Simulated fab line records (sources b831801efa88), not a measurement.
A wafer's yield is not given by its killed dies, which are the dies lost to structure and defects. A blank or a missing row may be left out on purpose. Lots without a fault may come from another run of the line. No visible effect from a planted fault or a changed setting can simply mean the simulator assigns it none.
Which of the tools did it? :: flow sky130 :: 13 lots with 37 wafers sampled at 6 steps, on a route of 708 steps

WHAT THE GAUGES READ, wafer by wafer
SKY_LDD_HVN_TW_MEAS_10.
lot: L405
measured: day 20 16:17
on: film metro-02
LDD_HVN_TW: 1414 1426 1420

lot: L406
measured: day 21 00:59
on: film metro-01
LDD_HVN_TW: 1427 1438 1427

lot: L407
measured: day 22 02:59
on: film metro-01
LDD_HVN_TW: 1427 1430 1438

lot: L414
measured: day 23 22:52
on: film metro-04
LDD_HVN_TW: 1431 1430

lot: L415
measured: day 24 11:10
on: film metro-04
LDD_HVN_TW: 1429 1424

lot: L418
measured: day 25 10:27
on: film metro-01
LDD_HVN_TW: 1429 1428 1427

lot: L419
measured: day 26 01:03
on: film metro-01
LDD_HVN_TW: 1429 1418 1426

lot: L420
measured: day 26 11:21
on: film metro-01
LDD_HVN_TW: 1421 1412 1423

lot: L422
measured: day 27 06:01
on: film metro-02
LDD_HVN_TW: 1418 1416 1429

lot: L423
measured: day 27 09:09
on: film metro-02
LDD_HVN_TW: 1418 1415 1420

lot: L424
measured: day 27 18:13
on: film metro-01
LDD_HVN_TW: 1421 1425 1431

lot: L426
measured: day 28 09:40
on: film metro-04
LDD_HVN_TW: 1436 1418 1420

lot: L427
measured: day 28 12:06
on: film metro-02
LDD_HVN_TW: 1427 1428 1428

SKY_LI_CONTACT_RS_MEAS_22: measurement is done with a four-point probe.
lot: L405
measured: day 29 11:38
on: film metro-04
LI_CONTACT_W_RS (ohm/sq): 0.281 0.291 0.284

lot: L406
measured: day 29 18:24
on: film metro-01
LI_CONTACT_W_RS (ohm/sq): 0.286 0.284 0.291

lot: L407
measured: day 30 18:52
on: film metro-04
LI_CONTACT_W_RS (ohm/sq): 0.283 0.277 0.287

lot: L414
measured: day 32 13:01
on: film metro-04
LI_CONTACT_W_RS (ohm/sq): 0.256 0.276

lot: L415
measured: day 32 21:30
on: film metro-01
LI_CONTACT_W_RS (ohm/sq): 0.262 0.280

lot: L418
measured: day 33 18:39
on: film metro-01
LI_CONTACT_W_RS (ohm/sq): 0.282 0.286 0.285

lot: L419
measured: day 34 07:00
on: film metro-01
LI_CONTACT_W_RS (ohm/sq): 0.289 0.282 0.284

lot: L420
measured: day 34 16:40
on: film metro-01
LI_CONTACT_W_RS (ohm/sq): 0.290 0.291 0.289

lot: L422
measured: day 35 11:47
on: film metro-02
LI_CONTACT_W_RS (ohm/sq): 0.285 0.292 0.285

lot: L423
measured: day 35 16:39
on: film metro-01
LI_CONTACT_W_RS (ohm/sq): 0.285 0.292 0.287

lot: L424
measured: day 35 22:29
on: film metro-04
LI_CONTACT_W_RS (ohm/sq): 0.280 0.278 0.277

lot: L426
measured: day 36 11:23
on: film metro-01
LI_CONTACT_W_RS (ohm/sq): 0.284 0.289 0.287

lot: L427
measured: day 36 15:19
on: film metro-02
LI_CONTACT_W_RS (ohm/sq): 0.281 0.282 0.279

SKY_LI_CONTACT_THK_MEAS_23: measures by xrf.
lot: L405
measured: day 29 11:44
on: film metro-04
LI_CONTACT_W_THK (nm): 409 394 404

lot: L406
measured: day 29 18:31
on: film metro-01
LI_CONTACT_W_THK (nm): 408 413 400

lot: L407
measured: day 30 18:58
on: film metro-04
LI_CONTACT_W_THK (nm): 407 413 398

lot: L414
measured: day 32 13:08
on: film metro-04
LI_CONTACT_W_THK (nm): 454 419

lot: L415
measured: day 32 21:37
on: film metro-01
LI_CONTACT_W_THK (nm): 444 414

lot: L418
measured: day 33 18:46
on: film metro-01
LI_CONTACT_W_THK (nm): 409 409 408

lot: L419
measured: day 34 07:07
on: film metro-01
LI_CONTACT_W_THK (nm): 401 408 407

lot: L420
measured: day 34 16:47
on: film metro-01
LI_CONTACT_W_THK (nm): 399 396 402

lot: L422
measured: day 35 11:54
on: film metro-02
LI_CONTACT_W_THK (nm): 402 391 402

lot: L423
measured: day 35 16:46
on: film metro-01
LI_CONTACT_W_THK (nm): 411 402 405

lot: L424
measured: day 35 22:36
on: film metro-04
LI_CONTACT_W_THK (nm): 409 412 413

lot: L426
measured: day 36 11:29
on: film metro-01
LI_CONTACT_W_THK (nm): 402 397 398

lot: L427
measured: day 36 15:25
on: film metro-02
LI_CONTACT_W_THK (nm): 411 409 410

SKY_LOCAL_INTERCONNECT_OVL_MEAS_12.
lot: L405
measured: day 30 15:52
on: overlay-01
LOCAL_INTERCONNECT_OVL (nm): -1 2 3

lot: L406
measured: day 30 23:05
on: overlay-02
LOCAL_INTERCONNECT_OVL (nm): 6 8 13

lot: L407
measured: day 31 23:25
on: overlay-01
LOCAL_INTERCONNECT_OVL (nm): 1 4 2

lot: L414
measured: day 33 16:00
on: overlay-01
LOCAL_INTERCONNECT_OVL (nm): 6 5

lot: L415
measured: day 34 00:18
on: overlay-02
LOCAL_INTERCONNECT_OVL (nm): 8 4

lot: L418
measured: day 34 21:43
on: overlay-01
LOCAL_INTERCONNECT_OVL (nm): -2 -6 -6

lot: L419
measured: day 35 10:11
on: overlay-01
LOCAL_INTERCONNECT_OVL (nm): 0 -4 9

lot: L420
measured: day 35 20:15
on: overlay-02
LOCAL_INTERCONNECT_OVL (nm): 9 6 10

lot: L422
measured: day 36 15:05
on: overlay-01
LOCAL_INTERCONNECT_OVL (nm): 2 0 1

lot: L423
measured: day 36 19:29
on: overlay-01
LOCAL_INTERCONNECT_OVL (nm): 3 7 8

lot: L424
measured: day 37 00:44
on: overlay-02
LOCAL_INTERCONNECT_OVL (nm): 7 8 8

lot: L426
measured: day 37 13:41
on: overlay-02
LOCAL_INTERCONNECT_OVL (nm): -7 0 -8

lot: L427
measured: day 37 17:51
on: overlay-01
LOCAL_INTERCONNECT_OVL (nm): -4 -11 -1

EACH LOT AND THE TOOL THAT RAN IT (in order: tool; ch and the chambers of the sampled wafers; start)
lot: L405
SKY_LI_CONTACT_SPUTTER_20: pvd sputter-01, day 29 11:26
SKY_LI_CONTACT_CVD_21: cvd w-02 ch 0,1, day 29 11:29

lot: L406
SKY_LI_CONTACT_SPUTTER_20: pvd sputter-02, day 29 18:13
SKY_LI_CONTACT_CVD_21: cvd w-02 ch 0,1, day 29 18:16

lot: L407
SKY_LI_CONTACT_SPUTTER_20: pvd sputter-01, day 30 18:38
SKY_LI_CONTACT_CVD_21: cvd w-01 ch 0,1, day 30 18:45

lot: L414
SKY_LI_CONTACT_SPUTTER_20: pvd sputter-01, day 32 12:50
SKY_LI_CONTACT_CVD_21: cvd w-01 ch 0, day 32 12:53

lot: L415
SKY_LI_CONTACT_SPUTTER_20: pvd sputter-01, day 32 21:11
SKY_LI_CONTACT_CVD_21: cvd w-01 ch 0, day 32 21:15

lot: L418
SKY_LI_CONTACT_SPUTTER_20: pvd sputter-01, day 33 18:28
SKY_LI_CONTACT_CVD_21: cvd w-02 ch 0,1, day 33 18:32

lot: L419
SKY_LI_CONTACT_SPUTTER_20: pvd sputter-01, day 34 06:48
SKY_LI_CONTACT_CVD_21: cvd w-02 ch 0,1, day 34 06:52

lot: L420
SKY_LI_CONTACT_SPUTTER_20: pvd sputter-01, day 34 16:28
SKY_LI_CONTACT_CVD_21: cvd w-02 ch 0,1, day 34 16:32

lot: L422
SKY_LI_CONTACT_SPUTTER_20: pvd sputter-01, day 35 11:35
SKY_LI_CONTACT_CVD_21: cvd w-02 ch 0,1, day 35 11:38

lot: L423
SKY_LI_CONTACT_SPUTTER_20: pvd sputter-02, day 35 16:28
SKY_LI_CONTACT_CVD_21: cvd w-02 ch 0,1, day 35 16:32

lot: L424
SKY_LI_CONTACT_SPUTTER_20: pvd sputter-01, day 35 22:10
SKY_LI_CONTACT_CVD_21: cvd w-01 ch 0, day 35 22:14

lot: L426
SKY_LI_CONTACT_SPUTTER_20: pvd sputter-02, day 36 11:10
SKY_LI_CONTACT_CVD_21: cvd w-02 ch 0,1, day 36 11:14

lot: L427
SKY_LI_CONTACT_SPUTTER_20: pvd sputter-02, day 36 15:05
SKY_LI_CONTACT_CVD_21: cvd w-01 ch 0,1, day 36 15:11
- SKY_LI_CONTACT_SPUTTER_20: material TiN, target thk 20 nm, time 80 s.
- SKY_LI_CONTACT_CVD_21: deposits W, target thk 400 nm, time 120.56 s.

AS READ BY THE TOOLS THEMSELVES (means over the sampled wafers that have a number; for cases with no such wafer, the mark the record gives instead)
SKY_LI_CONTACT_SPUTTER_20.
lot: L405
tool: pvd sputter-01
chamber pressure pa (Pa): 4.993
throttle valve pct (%): 30.8

lot: L406
tool: pvd sputter-02
chamber pressure pa (Pa): 5.004
throttle valve pct (%): 29.6

lot: L407
tool: pvd sputter-01
chamber pressure pa (Pa): 4.989
throttle valve pct (%): 30.5

lot: L414
tool: pvd sputter-01
chamber pressure pa (Pa): 4.995
throttle valve pct (%): 30.2

lot: L415
tool: pvd sputter-01
chamber pressure pa (Pa): 4.993
throttle valve pct (%): 30.8

lot: L418
tool: pvd sputter-01
chamber pressure pa (Pa): 4.997
throttle valve pct (%): 30.6

lot: L419
tool: pvd sputter-01
chamber pressure pa (Pa): 4.991
throttle valve pct (%): 30.5

lot: L420
tool: pvd sputter-01
chamber pressure pa (Pa): 4.992
throttle valve pct (%): 30.5

lot: L422
tool: pvd sputter-01
chamber pressure pa (Pa): 5.003
throttle valve pct (%): 30.8

lot: L423
tool: pvd sputter-02
chamber pressure pa (Pa): 5.003
throttle valve pct (%): 29.5

lot: L424
tool: pvd sputter-01
chamber pressure pa (Pa): 5.008
throttle valve pct (%): 30.5

lot: L426
tool: pvd sputter-02
chamber pressure pa (Pa): 4.992
throttle valve pct (%): 29.9

lot: L427
tool: pvd sputter-02
chamber pressure pa (Pa): 5.002
throttle valve pct (%): 29.2

SKY_LI_CONTACT_CVD_21.
lot: L405
tool: cvd w-02
heater power outer w (W): 537
heater power w (W): 844

lot: L406
tool: cvd w-02
heater power outer w (W): 528
heater power w (W): 843

lot: L407
tool: cvd w-01
heater power outer w (W): 496
heater power w (W): 840

lot: L414
tool: cvd w-01
heater power outer w (W): 466
heater power w (W): 842

lot: L415
tool: cvd w-01
heater power outer w (W): 470
heater power w (W): 828

lot: L418
tool: cvd w-02
heater power outer w (W): 540
heater power w (W): 855

lot: L419
tool: cvd w-02
heater power outer w (W): 530
heater power w (W): 853

lot: L420
tool: cvd w-02
heater power outer w (W): 496
heater power w (W): 808

lot: L422
tool: cvd w-02
heater power outer w (W): 539
heater power w (W): 855

lot: L423
tool: cvd w-02
heater power outer w (W): 528
heater power w (W): 848

lot: L424
tool: cvd w-01
heater power outer w (W): 469
heater power w (W): 833

lot: L426
tool: cvd w-02
heater power outer w (W): 530
heater power w (W): 850

lot: L427
tool: cvd w-01
heater power outer w (W): 481
heater power w (W): 845

THE ANSWER, worked out from the rows above alone
Rule: what is usual is taken from the lots themselves. The widest of any qualifying gaps counts: lots, ordered by their means at a reading, are off when they make up no more than a third of the lots, leave a main group of 4 or more, and stand apart from it by 3 or more times the standard deviation of that group's means. If all means in a main group match to the digits the tables above print for the reading, that group is not used. Also off: a lot with no number at a reading for which 4 or more lots have one. Where the step has rows for the other lots, those lots are counted as sound. After the gauges, taken in route order, come the tools' own readings; for these a lot's mean is taken, as printed above. The first step at which some lot is off is used, and at that step the reading that is off furthest; a lot without a number counts as furthest.
Off: L414, L415, at SKY_LI_CONTACT_THK_MEAS_23 (LI_CONTACT_W_THK). The main group: mean 405 nm, standard deviation 4.3.
A tool fits if, at a process step before that reading, it ran every lot that is off, and no sound lot after the first of them. Gauges at SKY_LI_CONTACT_THK_MEAS_23: tried the same way as those tools. None of those tried fits.

WHAT WAS PUT IN BY THE SIMULATOR
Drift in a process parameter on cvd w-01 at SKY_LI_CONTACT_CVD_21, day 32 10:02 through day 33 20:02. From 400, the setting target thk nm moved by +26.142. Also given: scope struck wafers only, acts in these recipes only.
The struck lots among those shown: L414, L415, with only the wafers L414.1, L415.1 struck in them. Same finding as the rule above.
